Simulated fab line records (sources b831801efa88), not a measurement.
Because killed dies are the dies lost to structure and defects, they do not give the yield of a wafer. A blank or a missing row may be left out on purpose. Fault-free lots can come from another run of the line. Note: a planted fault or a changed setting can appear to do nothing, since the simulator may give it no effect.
Which tool is to blame? || flow sky130 || 42 wafers from 14 lots sampled at 2 of the route's 708 steps

WHAT THE GAUGES READ, wafer by wafer
No reading from a measuring or inspecting step in the record can be judged against a usual standard deviation.

WHAT TOOL EACH LOT RAN ON (gives the tool, then ch and the chambers of the sampled wafers, and finally the start)
{"lot": "L196", "SKY_METAL4_SPUTTER_04": "pvd_sputter-02, day 39 05:49", "SKY_PAD_OPEN_PROBE_99": "-"}
{"lot": "L198", "SKY_METAL4_SPUTTER_04": "pvd_sputter-03, day 40 04:10", "SKY_PAD_OPEN_PROBE_99": "-"}
{"lot": "L202", "SKY_METAL4_SPUTTER_04": "pvd_sputter-03, day 42 12:08", "SKY_PAD_OPEN_PROBE_99": "-"}
{"lot": "L203", "SKY_METAL4_SPUTTER_04": "pvd_sputter-02, day 42 16:14", "SKY_PAD_OPEN_PROBE_99": "-"}
{"lot": "L204", "SKY_METAL4_SPUTTER_04": "pvd_sputter-02, day 42 17:09", "SKY_PAD_OPEN_PROBE_99": "-"}
{"lot": "L206", "SKY_METAL4_SPUTTER_04": "pvd_sputter-02, day 42 17:43", "SKY_PAD_OPEN_PROBE_99": "-"}
{"lot": "L208", "SKY_METAL4_SPUTTER_04": "pvd_sputter-01, day 43 02:53", "SKY_PAD_OPEN_PROBE_99": "prober-01, day 48 14:19"}
{"lot": "L210", "SKY_METAL4_SPUTTER_04": "pvd_sputter-03, day 43 08:25", "SKY_PAD_OPEN_PROBE_99": "-"}
{"lot": "L212", "SKY_METAL4_SPUTTER_04": "pvd_sputter-03, day 44 04:11", "SKY_PAD_OPEN_PROBE_99": "-"}
{"lot": "L213", "SKY_METAL4_SPUTTER_04": "pvd_sputter-01, day 45 20:22", "SKY_PAD_OPEN_PROBE_99": "-"}
{"lot": "L216", "SKY_METAL4_SPUTTER_04": "pvd_sputter-01, day 45 21:28", "SKY_PAD_OPEN_PROBE_99": "-"}
{"lot": "L218", "SKY_METAL4_SPUTTER_04": "pvd_sputter-03, day 45 23:50", "SKY_PAD_OPEN_PROBE_99": "-"}
{"lot": "L215", "SKY_METAL4_SPUTTER_04": "pvd_sputter-02, day 46 00:22", "SKY_PAD_OPEN_PROBE_99": "-"}
{"lot": "L219", "SKY_METAL4_SPUTTER_04": "pvd_sputter-01, day 46 00:46", "SKY_PAD_OPEN_PROBE_99": "-"}
- SKY_METAL4_SPUTTER_04: material TiN, target thk 70 nm, time 58.3 s.
- SKY_PAD_OPEN_PROBE_99

AS READ BY THE TOOLS THEMSELVES (means over the sampled wafers that have a number; for cases with no such wafer, the mark the record gives instead)
SKY_METAL4_SPUTTER_04. Usual: cathode_dc_power_W 6500.2 W, standard deviation 1.2; throttle_valve_pct 30.0 %, standard deviation 1.1.
{"lot": "L196", "tool": "pvd_sputter-02", "cathode_dc_power_W (W)": 6499.7, "throttle_valve_pct (%)": 30.5, "flag": ""}
{"lot": "L198", "tool": "pvd_sputter-03", "cathode_dc_power_W (W)": 6499.3, "throttle_valve_pct (%)": 28.5, "flag": ""}
{"lot": "L202", "tool": "pvd_sputter-03", "cathode_dc_power_W (W)": 6501.5, "throttle_valve_pct (%)": 29.6, "flag": ""}
{"lot": "L203", "tool": "pvd_sputter-02", "cathode_dc_power_W (W)": 6501.4, "throttle_valve_pct (%)": 30.5, "flag": ""}
{"lot": "L204", "tool": "pvd_sputter-02", "cathode_dc_power_W (W)": 6364.3, "throttle_valve_pct (%)": 30.6, "flag": "OFF"}
{"lot": "L206", "tool": "pvd_sputter-02", "cathode_dc_power_W (W)": 6228.7, "throttle_valve_pct (%)": 31.0, "flag": "OFF"}
{"lot": "L208", "tool": "pvd_sputter-01", "cathode_dc_power_W (W)": 6501.0, "throttle_valve_pct (%)": 29.9, "flag": ""}
{"lot": "L210", "tool": "pvd_sputter-03", "cathode_dc_power_W (W)": 6501.0, "throttle_valve_pct (%)": 29.0, "flag": ""}
{"lot": "L212", "tool": "pvd_sputter-03", "cathode_dc_power_W (W)": 6500.4, "throttle_valve_pct (%)": 28.8, "flag": ""}
{"lot": "L213", "tool": "pvd_sputter-01", "cathode_dc_power_W (W)": 6501.5, "throttle_valve_pct (%)": 30.2, "flag": ""}
{"lot": "L216", "tool": "pvd_sputter-01", "cathode_dc_power_W (W)": 6500.6, "throttle_valve_pct (%)": 29.7, "flag": ""}
{"lot": "L218", "tool": "pvd_sputter-03", "cathode_dc_power_W (W)": 6499.9, "throttle_valve_pct (%)": 29.6, "flag": ""}
{"lot": "L215", "tool": "pvd_sputter-02", "cathode_dc_power_W (W)": 6500.9, "throttle_valve_pct (%)": 30.6, "flag": ""}
{"lot": "L219", "tool": "pvd_sputter-01", "cathode_dc_power_W (W)": 6500.1, "throttle_valve_pct (%)": 29.6, "flag": ""}

SKY_PAD_OPEN_PROBE_99. Usual: defect_limited_yield 82.5 %, standard deviation 2; killed_at_M0_to_M3 44, standard deviation 7.1; killed_at_M4_up 3.1, standard deviation 1.8; killed_at_contacts 24, standard deviation 5.3; killed_at_front_end 15, standard deviation 4.5; killed_at_other 0.2, standard deviation 0.42; killed_dies 86, standard deviation 9.6; killed_open 46, standard deviation 6.9; killed_short 40, standard deviation 6.4; sort_bin_3_pad_short 0.8 %, standard deviation 0.36; sort_bin_5_function 10.3 %, standard deviation 1.3; sort_bin_6_memory 6.4 %, standard deviation 1.2; sort_n_pass 406, standard deviation 9.6; sort_yield_pct 82.5 %, standard deviation 2.
{"lot": "L208", "tool": "prober-01", "defect_limited_yield (%)": 82.7, "killed_at_M0_to_M3": 46, "killed_at_M4_up": 2.3, "killed_at_contacts": 23, "killed_at_front_end": 13, "killed_at_other": 0.3, "killed_dies": 85, "killed_open": 47, "killed_short": 38, "sort_bin_3_pad_short (%)": 0.7, "sort_bin_5_function (%)": 10.1, "sort_bin_6_memory (%)": 6.5, "sort_n_pass": 407, "sort_yield_pct (%)": 82.7, "flag": ""}

THE ANSWER, worked out from the rows above alone
Rule: a lot counts as off when the mean over its wafers that have a number is more than 3 standard deviations away from the usual mean. A lot without any number at a reading at which 4 lots or more have one is off too. Any other lot the step has rows for is counted as sound. The gauges are gone through in route order, then the tools' own readings, and for those a lot's mean is taken as printed above. At the first step where some lot is off, the reading lying furthest off is the one used; lots without a number count as furthest.
Off, at SKY_METAL4_SPUTTER_04 on cathode_dc_power_W: L204, L206.
If a tool, at that step or one of the process steps before it, ran each lot that is off and ran no sound lot following the first of them, it fits. Of those tried, none fits.

WHAT THE SIMULATOR PUT IN
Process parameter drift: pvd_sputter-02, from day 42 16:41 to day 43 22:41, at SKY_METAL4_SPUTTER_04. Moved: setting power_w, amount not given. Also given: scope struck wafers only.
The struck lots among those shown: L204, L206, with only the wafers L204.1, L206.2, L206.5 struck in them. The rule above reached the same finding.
